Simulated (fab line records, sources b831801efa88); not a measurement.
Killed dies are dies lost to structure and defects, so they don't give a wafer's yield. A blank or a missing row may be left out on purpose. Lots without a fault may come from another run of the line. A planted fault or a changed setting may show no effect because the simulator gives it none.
Which tool did it? | flow sky130 | 6 lots, 17 wafers sampled, at 3 steps of a route of 708

WHAT THE GAUGES READ, wafer by wafer
SKY_DNWELL_TW_MEAS_09.
lot  | measured    | on            | DNWELL_TW
L449 | day 3 14:24 | film_metro-03 | 1108 1111 1107
L454 | day 4 03:59 | film_metro-02 | 1100 1102 1102
L456 | day 4 21:53 | film_metro-04 | 1103 1110 1109
L461 | day 5 20:38 | film_metro-02 | 515 1116
L463 | day 6 07:01 | film_metro-03 | 1121 1118 1123
L467 | day 7 02:35 | film_metro-02 | 1106 1103 1105

WHICH TOOL RAN EACH LOT (tool, then ch and the chambers of the sampled wafers, then the start)
lot  | SKY_DNWELL_DEVELOP_06            | SKY_DNWELL_STRIP_08
L449 | litho_track-04 ch 0, day 3 13:00 | plasma_asher-04 ch 0,1, day 3 14:19
L454 | litho_track-01 ch 0, day 4 03:00 | plasma_asher-01 ch 0,1, day 4 03:53
L456 | litho_track-02 ch 0, day 4 21:00 | plasma_asher-01 ch 0,1, day 4 21:47
L461 | litho_track-01 ch 0, day 5 20:00 | plasma_asher-03 ch 1, day 5 20:32
L463 | litho_track-04 ch 0, day 6 06:00 | plasma_asher-04 ch 0,1, day 6 06:55
L467 | litho_track-02 ch 0, day 7 02:00 | plasma_asher-03 ch 0,1, day 7 02:29
- SKY_DNWELL_DEVELOP_06: develop time 60 s.
- SKY_DNWELL_STRIP_08: strips in O2/N2.

THE ANSWER, worked out from the rows above alone
Rule: what is usual is taken from the lots themselves. Put in order of their means at a reading, lots are off if they are a third of the lots or fewer, leave a main group of 4 or more, and stand apart from it by a gap of 3 or more times the standard deviation of the main group's means; of several such gaps the widest counts. A main group whose means are all the same, to the digits that the tables above print for the reading, isn't used. A lot without any number at a reading at which 4 lots or more have one is off too. The other lots that the step has rows for count as sound.
Off: L461, at SKY_DNWELL_TW_MEAS_09 (DNWELL_TW). The main group: mean 1109, standard deviation 6.6.
A tool fits if, at a process step before that reading, it ran every lot that is off, and no sound lot after the first of them. The gauges at SKY_DNWELL_TW_MEAS_09 are tried like those tools. One fits: litho_track-01 at SKY_DNWELL_DEVELOP_06. Its last sound lot is L454 (day 4 03:00), its first lot that is off L461 (day 5 20:00): a fault that began between those two fits.

WHAT THE SIMULATOR HAD PUT IN
Process parameter drift: litho_track-01, from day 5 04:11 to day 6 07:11, at SKY_DNWELL_DEVELOP_06. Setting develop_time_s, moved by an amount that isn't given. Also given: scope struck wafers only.
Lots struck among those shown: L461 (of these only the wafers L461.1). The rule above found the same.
